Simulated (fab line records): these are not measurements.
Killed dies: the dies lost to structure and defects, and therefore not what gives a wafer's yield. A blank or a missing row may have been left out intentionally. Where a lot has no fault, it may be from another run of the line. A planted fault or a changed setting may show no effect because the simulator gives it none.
Which tool did it?    flow gf180mcu    at 1 step of a route of 602, 7 lots with 21 wafers sampled

WHAT THE GAUGES SHOWED, per wafer
GF_DUAL_GATE_OVL_MEAS_11.
lot   measured      on          DUAL_GATE_OVL (nm)
L412  day 8 17:06   overlay-02  0.3 0.4 3.4
L414  day 9 11:53   overlay-02  0.0 0.8 0.0
L416  day 9 22:55   overlay-01  1.0 0.8 1.1
L419  day 10 20:54  overlay-02  -0.7 -1.1 -1.6
L424  day 12 10:28  overlay-01  -2.7 -0.8 -3.1
L430  day 14 05:09  overlay-01  -0.6 -1.2 -1.3
L432  day 14 17:10  overlay-01  0.4 1.5 2.6

WHICH TOOL RAN EACH LOT (tool, then ch and the chambers of the sampled wafers, then the start)
No process step before these readings appears in the record.

THE ANSWER, worked out from the rows above alone
Rule: the usual values come from the lots themselves. Put in order of their means at a reading, lots are off if they are a third of the lots or fewer, leave a main group of 4 or more, and stand apart from it by a gap of 3 or more times the standard deviation of the main group's means; of several such gaps the widest counts. A main group is skipped when, at the precision printed for the reading in the tables above, its means are all equal. A lot without any number at a reading at which 4 lots or more have one is off too. Any other lot the step has rows for is counted as sound.
No lot is off at any reading shown: from this, nothing can be told.

WHAT WAS PUT IN BY THE SIMULATOR
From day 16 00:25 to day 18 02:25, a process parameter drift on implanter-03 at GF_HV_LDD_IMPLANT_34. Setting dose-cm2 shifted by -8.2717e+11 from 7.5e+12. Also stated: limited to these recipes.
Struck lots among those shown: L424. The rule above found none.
